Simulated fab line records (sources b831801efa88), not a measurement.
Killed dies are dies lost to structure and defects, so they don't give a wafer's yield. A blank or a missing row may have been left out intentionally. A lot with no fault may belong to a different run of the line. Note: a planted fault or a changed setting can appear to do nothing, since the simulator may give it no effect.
Which tool did it?	flow sky130	42 wafers from 14 lots sampled at 2 of the route's 708 steps

## WHAT THE GAUGES READ, wafer by wafer
SKY_NWELL_RS_MEAS_31: measures by four-point-probe.
lot	measured	on	PWDE_RS (ohm/sq)
L243	day 5 12:36	film metro-01	5278 5298 5292
L245	day 5 22:38	film metro-04	5273 5278 5282
L244	day 6 00:31	film metro-01	5257 5273 5258
L246	day 6 07:11	film metro-04	5268 5297 5272
L247	day 6 14:35	film metro-01	5292 5286 5307
L248	day 6 17:56	film metro-01	5257 5244 5245
L249	day 6 23:54	film metro-01	5257 5271 5270
L250	day 7 08:49	film metro-02	5279 5294 5284
L251	day 7 11:07	film metro-04	5278 5288 5286
L252	day 7 18:41	film metro-02	5294 5299 5279
L258	day 9 10:37	film metro-04	5616 5585 5276 5609 5584 5270
L259	day 9 13:33	film metro-01	5573 5580 5261 5564 5580 5266
L262	day 10 08:13	film metro-02	5263 5271 5261
L263	day 10 14:17	film metro-02	5288 5297 5287

## TOOL THAT RAN EACH LOT (tool first, then ch and the chambers of the sampled wafers, then the start)
lot	SKY_PWDE_IMPLANT_08
L243	implanter-03 ch 0, day 3 22:52
L245	implanter-01 ch 0, day 4 08:08
L244	implanter-02 ch 0, day 4 10:03
L246	implanter-01 ch 0, day 4 15:59
L247	implanter-03 ch 0, day 4 23:28
L248	implanter-01 ch 0, day 5 02:17
L249	implanter-01 ch 0, day 5 08:22
L250	implanter-03 ch 0, day 5 16:54
L251	implanter-03 ch 0, day 5 19:24
L252	implanter-02 ch 0, day 6 01:49
L258	implanter-02 ch 0, day 7 15:13
L259	implanter-02 ch 0, day 7 18:01
L262	implanter-03 ch 0, day 8 10:02
L263	implanter-03 ch 0, day 8 16:01
- SKY_PWDE_IMPLANT_08

## AS READ BY THE TOOLS THEMSELVES (means over the sampled wafers that have a number; for cases with no such wafer, the mark the record gives instead)
SKY_PWDE_IMPLANT_08.
lot	tool	faraday current uA
L243	implanter-03	20.2
L245	implanter-01	20.2
L244	implanter-02	20.3
L246	implanter-01	20.1
L247	implanter-03	20.3
L248	implanter-01	20.2
L249	implanter-01	20.8
L250	implanter-03	20.1
L251	implanter-03	20.3
L252	implanter-02	20.3
L258	implanter-02	20.7
L259	implanter-02	20.4
L262	implanter-03	20.4
L263	implanter-03	19.8

## THE ANSWER, worked out from the rows above alone
Rule: the lots themselves supply what counts as usual. Put in order of their means at a reading, lots are off if they are a third of the lots or fewer, leave a main group of 4 or more, and stand apart from it by a gap of 3 or more times the standard deviation of the main group's means; of several such gaps the widest counts. A main group whose means are all the same, to the digits that the tables above print for the reading, isn't used. A lot without any number at a reading at which 4 lots or more have one is off too. Where the step has rows for the other lots, those lots are counted as sound. First the gauges in route order, then the tools' own readings, where a lot's mean is used as printed above. The first step at which some lot is off is used, and at that step the reading that is off furthest; a lot without a number counts as furthest.
Off: L258, L259, at SKY_NWELL_RS_MEAS_31 (PWDE_RS). The main group: mean 5278 ohm/sq, standard deviation 14.
If a tool, at a process step before that reading, ran all the lots that are off and no sound lot after the first of them, it fits. Those tools and the gauges at SKY_NWELL_RS_MEAS_31 are tried in the same way. One fits: SKY_PWDE_IMPLANT_08 on implanter-02. A fault onset in the window from L252 (day 6 01:49, its last sound lot) to L258 (day 7 15:13, its first lot off) fits.

## WHAT HAD BEEN PUT IN BY THE SIMULATOR
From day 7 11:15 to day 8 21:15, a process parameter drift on implanter-02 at SKY_PWDE_IMPLANT_08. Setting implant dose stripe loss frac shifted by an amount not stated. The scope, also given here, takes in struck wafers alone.
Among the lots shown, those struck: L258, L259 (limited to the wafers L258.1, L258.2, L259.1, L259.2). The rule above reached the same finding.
